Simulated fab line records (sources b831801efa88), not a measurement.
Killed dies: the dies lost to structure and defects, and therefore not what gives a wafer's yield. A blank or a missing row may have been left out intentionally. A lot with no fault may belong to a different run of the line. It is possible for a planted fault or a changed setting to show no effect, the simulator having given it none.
Which tool is to blame? || flow gf180mcu || 12 lots, 36 wafers sampled, at 1 step of a route of 602

WHAT THE GAUGES READ, wafer by wafer
GF_CONTACT_THK_MEAS_26: measures by xrf.
{"lot": "L075", "measured": "day 16 07:24", "on": "film-metro-01", "CONTACT_W_THK (nm)": "300 295 297"}
{"lot": "L077", "measured": "day 17 08:52", "on": "film-metro-01", "CONTACT_W_THK (nm)": "292 295 294"}
{"lot": "L079", "measured": "day 17 23:29", "on": "film-metro-01", "CONTACT_W_THK (nm)": "295 293 295"}
{"lot": "L081", "measured": "day 18 14:35", "on": "film-metro-02", "CONTACT_W_THK (nm)": "299 296 293"}
{"lot": "L083", "measured": "day 19 13:11", "on": "film-metro-04", "CONTACT_W_THK (nm)": "302 296 301"}
{"lot": "L085", "measured": "day 20 06:45", "on": "film-metro-04", "CONTACT_W_THK (nm)": "297 297 301"}
{"lot": "L087", "measured": "day 20 22:12", "on": "film-metro-04", "CONTACT_W_THK (nm)": "300 303 302"}
{"lot": "L089", "measured": "day 21 17:45", "on": "film-metro-04", "CONTACT_W_THK (nm)": "306 306 308"}
{"lot": "L091", "measured": "day 22 07:23", "on": "film-metro-01", "CONTACT_W_THK (nm)": "297 300 301"}
{"lot": "L093", "measured": "day 22 22:29", "on": "film-metro-04", "CONTACT_W_THK (nm)": "303 301 302"}
{"lot": "L095", "measured": "day 23 14:26", "on": "film-metro-04", "CONTACT_W_THK (nm)": "299 304 305"}
{"lot": "L097", "measured": "day 24 02:41", "on": "film-metro-01", "CONTACT_W_THK (nm)": "295 295 298"}

WHAT TOOL EACH LOT RAN ON (gives the tool, then ch and the chambers of the sampled wafers, and finally the start)
No process step before these readings appears in the record.

THE ANSWER, worked out from the rows above alone
Rule: what is usual is taken from the lots themselves. Put in order of their means at a reading, lots are off if they are a third of the lots or fewer, leave a main group of 4 or more, and stand apart from it by a gap of 3 or more times the standard deviation of the main group's means; of several such gaps the widest counts. A main group whose means are all the same, to the digits that the tables above print for the reading, isn't used. A lot without any number at a reading at which 4 lots or more have one is off too. Where the step has rows for the other lots, those lots are counted as sound.
None of the lots is off at any reading shown; this tells nothing.

WHAT THE SIMULATOR PUT IN
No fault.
